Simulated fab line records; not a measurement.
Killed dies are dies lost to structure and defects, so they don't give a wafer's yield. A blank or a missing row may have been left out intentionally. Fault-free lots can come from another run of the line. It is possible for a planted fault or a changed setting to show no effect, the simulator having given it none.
Struck lot and sound lot, side by side / flow sky130 / 35 out of 708 route steps
Sound: the wafers L522.3, L522.4, L522.6. Struck: wafers L521.3, L521.6. (L521.1 of the same lot was not struck and is left out.) The cause comes at the end.
Per side, at each step with rows, come the tool, then ch with its chambers, and then its first start. Under that, the readings that differ: sound wafers / struck wafers / difference of the means / sigmas: that difference in standard deviations of wafers without a fault.
alike: readings whose means differ by less than 2 such deviations, and words and numbers that are the same on both sides. not compared: withheld readings, readings that some wafer has no value for, bounds like >300 that may hide the same value, and numbers for which the record gives no deviation and whose values overlap.
A row with sigmas, a row that says differs or no value, or rows on one side alone: a step with any of these is where the two part. When numbers do not overlap yet have no deviation, they are printed without sigmas and do not part them. A reading missing from all wafers of one side parts the sides only when that side holds two or more wafers.

first, 10 steps without rows for these wafers: SKY_METAL3_PEB_11; SKY_METAL3_DEVELOP_12 (develop time 60 s); SKY_METAL3_DESCUM_15 (chemistry O2, time 8 s); SKY_METAL3_ETCH_16 (etches BARC in N2/H2, stops on SiO2, time 88.2 s, target depth 60 nm); SKY_METAL3_ETCH_17 (etches SiO2 in C4F8/O2/Ar, stops on TiN, time 3.9 s, target depth 15 nm); SKY_METAL3_METAL_ETCH_18 (etches the open film in Cl2/BCl3, stops on SiO2, target depth 845 nm, time 183.1 s); SKY_METAL3_STRIP_19 (strips in O2/N2); SKY_METAL3_STRIP_20 (strips in post etch residue remover, time 1200 s); SKY_METAL3_CLEAN_21 (cleans in IPA, time 180 s); SKY_METAL3_CLEAN_22 (cleans in O3/DIW).
SKY_VIA3_HDPCVD_00: deposits SiO2, target thk 1635 nm, time 272.5 s.
  sound on hdpcvd-01 ch 0,1,2, day 39 14:21; struck on hdpcvd-02 ch 0,1, day 39 13:55
then, 23 steps without rows for these wafers: SKY_VIA3_CMP_02 (polishes SiO2); SKY_VIA3_DEHYDRATE_04 (time 60 s); SKY_VIA3_HMDS_05 (prime time 60 s); SKY_VIA3_COAT_06 (resist thk 60 nm); SKY_VIA3_COAT_07 (resist thk 450 nm); SKY_VIA3_SOFTBAKE_08 (time 90 s); SKY_VIA3_EXPOSE_09 (exposes mask VIM3, target cd 200 nm); SKY_VIA3_PEB_10; SKY_VIA3_DEVELOP_11 (develop time 60 s); SKY_VIA3_ETCH_14 (etches BARC in N2/H2, stops on SiO2, time 45.9 s, target depth 60 nm); SKY_VIA3_ETCH_15 (etches SiO2 in C4F8/O2/Ar, stops on TiN, target depth 507 nm, time 78 s); SKY_VIA3_STRIP_16 (strips in O2/N2); SKY_VIA3_STRIP_17 (strips in post etch residue remover, time 1200 s); SKY_VIA3_CLEAN_18 (cleans in IPA, time 180 s); SKY_VIA3_CLEAN_19 (cleans in O3/DIW); SKY_VIA3_SPUTTER_20 (material TiN, target thk 20 nm, time 80 s); SKY_VIA3_CVD_21 (deposits W, target thk 390 nm, time 117.31 s); SKY_VIA3_CMP_24 (polishes, stops on SiO2, t overpolish 20 s, target thk 0 nm); SKY_METAL4_SPUTTER_00 (material Ti, target thk 15 nm, time 10 s); SKY_METAL4_SPUTTER_01 (material TiN, target thk 20 nm, time 16.7 s); SKY_METAL4_SPUTTER_02 (material AlCu, target thk 735 nm, time 39.1 s); SKY_METAL4_SPUTTER_03 (material Ti, target thk 5 nm, time 3.3 s); SKY_METAL4_SPUTTER_04 (material TiN, target thk 70 nm, time 58.3 s).
-- the record jumps here: 7 days lie between the struck wafers' starts before and after (it left off in module METAL4 and takes up again in module PAD_OPEN, whose first step shown is number 708 of the route) --
SKY_PAD_OPEN_PROBE_99:
  sound: prober-02 at day 46 16:56; struck: prober-01 at day 46 15:26
reading=defectLimitedYield (%); sound=82.1 81.9 81.1; struck=78.3 77.0; difference=-4.0; sigmas=-2
reading=killed_at_M0_to_M3; sound=38 44 41; struck=70 87; difference=+38; sigmas=+5
reading=killedAtContacts; sound=36 27 27; struck=14 19; difference=-14; sigmas=-2
reading=killedDies; sound=88 89 93; struck=107 113; difference=+20; sigmas=+2
reading=sort_bin_3_pad_short (%); sound=0.6 1.4 0.8; struck=1.8 2.0; difference=+1.0; sigmas=+2
reading=sortNPass; sound=404 403 399; struck=385 379; difference=-20; sigmas=-2
reading=sortYieldPct (%); sound=82.1 81.9 81.1; struck=78.3 77.0; difference=-4.0; sigmas=-2
reading=model.etest.tester.sortNPass; sound=404 403 399; struck=385 379; difference=-20; sigmas=
reading=model.etest.tester.sortYieldPct (%); sound=82.11 81.91 81.1; struck=78.25 77.03; difference=-4.07; sigmas=
reading=model.etest.tester.sort_bin_5_pct (%); sound=10.77 11.18 12.6; struck=12.8 14.63; difference=+2.2; sigmas=
reading=model.etest.tester.sort_bin_3_pct (%); sound=0.6098 1.423 0.813; struck=1.829 2.033; difference=+0.982; sigmas=
  alike: killed_at_M4_up, killedAtFrontEnd, killedAtOther, killedOpen, killedShort, sort_bin_5_function, sort_bin_6_memory

## WHERE THEY PART
Only at SKY_PAD_OPEN_PROBE_99, as far as this record shows.

WHY: whatever the simulator had introduced
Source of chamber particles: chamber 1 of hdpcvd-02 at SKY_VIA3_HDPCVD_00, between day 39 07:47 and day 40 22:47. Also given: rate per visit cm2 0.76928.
